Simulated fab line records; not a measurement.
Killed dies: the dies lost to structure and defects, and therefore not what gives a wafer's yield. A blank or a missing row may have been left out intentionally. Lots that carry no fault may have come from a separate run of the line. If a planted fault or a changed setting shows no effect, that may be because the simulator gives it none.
Matching of chambers + flow gf180mcu + pecvd-01 running GF_V1_CVD_02: 3 sister chambers
The step deposits SiO2 from TEOS, target thk 850 nm, time 94.851 s. 6 wafers are shown with their chamber, then 10 later ones without.

## EACH WAFER AND ITS CHAMBER
| wafer  | chamber | heater-power-w (W) | rf-fwd-power-W (W) |
|--------|---------|--------------------|--------------------|
| L082.5 | 2       | 500                | 598.2              |
| L084.6 | 2       | 616                | 598.1              |
| L085.1 | 1       | 804                | 597.3              |
| L085.6 | 1       | 819                | 594.3              |
| L089.2 | 0       | 827                | 596.3              |
| L089.4 | 0       | 679                | 593.6              |

## WAFERS WITH NO CHAMBER GIVEN
| wafer  | heater-power-w (W) | rf-fwd-power-W (W) |
|--------|--------------------|--------------------|
| L089.6 | 671                | 596.1              |
| L090.2 | 778                | 597.3              |
| L090.3 | 672                | 596.6              |
| L090.6 | 787                | 595.5              |
| L092.1 | 641                | 598.2              |
| L092.2 | 746                | 594.0              |
| L092.5 | 567                | 599.7              |
| L095.1 | 693                | 595.7              |
| L095.2 | 833                | 594.3              |
| L095.3 | 502                | 599.2              |

## CHAMBER TAKEN BY EACH
| wafer  | from the rows above          | in truth |
|--------|------------------------------|----------|
| L089.6 | can't be placed: 0 or 1 or 2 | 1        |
| L090.2 | can't be placed: 1 or 0 or 2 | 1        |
| L090.3 | can't be placed: 0 or 2 or 1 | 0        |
| L090.6 | can't be placed: 1 or 0      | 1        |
| L092.1 | can't be placed: 2 or 0 or 1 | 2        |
| L092.2 | can't be placed: 0 or 1      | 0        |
| L092.5 | 2                            | 2        |
| L095.1 | can't be placed: 0 or 1 or 2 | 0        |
| L095.2 | can't be placed: 1 or 0      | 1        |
| L095.3 | 2                            | 2        |
Correct placement for 2 of the 10. Can't be placed from these rows: 8 (the true chamber is among the candidates in 8). Wrongly placed: 0.
How it was worked out, from the rows above alone: a wafer's distance from a chamber is the root of the sum, over the readings, of the square of ((its reading less the chamber's mean) divided by the reading's scatter). The wafer belongs to the nearest chamber; if the next one is less than 2 further off, it can't be placed. Each chamber's mean is taken over the wafers shown for it. The scatter: take each reading less its chamber's mean, square it, sum over the shown wafers, divide by the number of wafers less the number of chambers, and take the root.
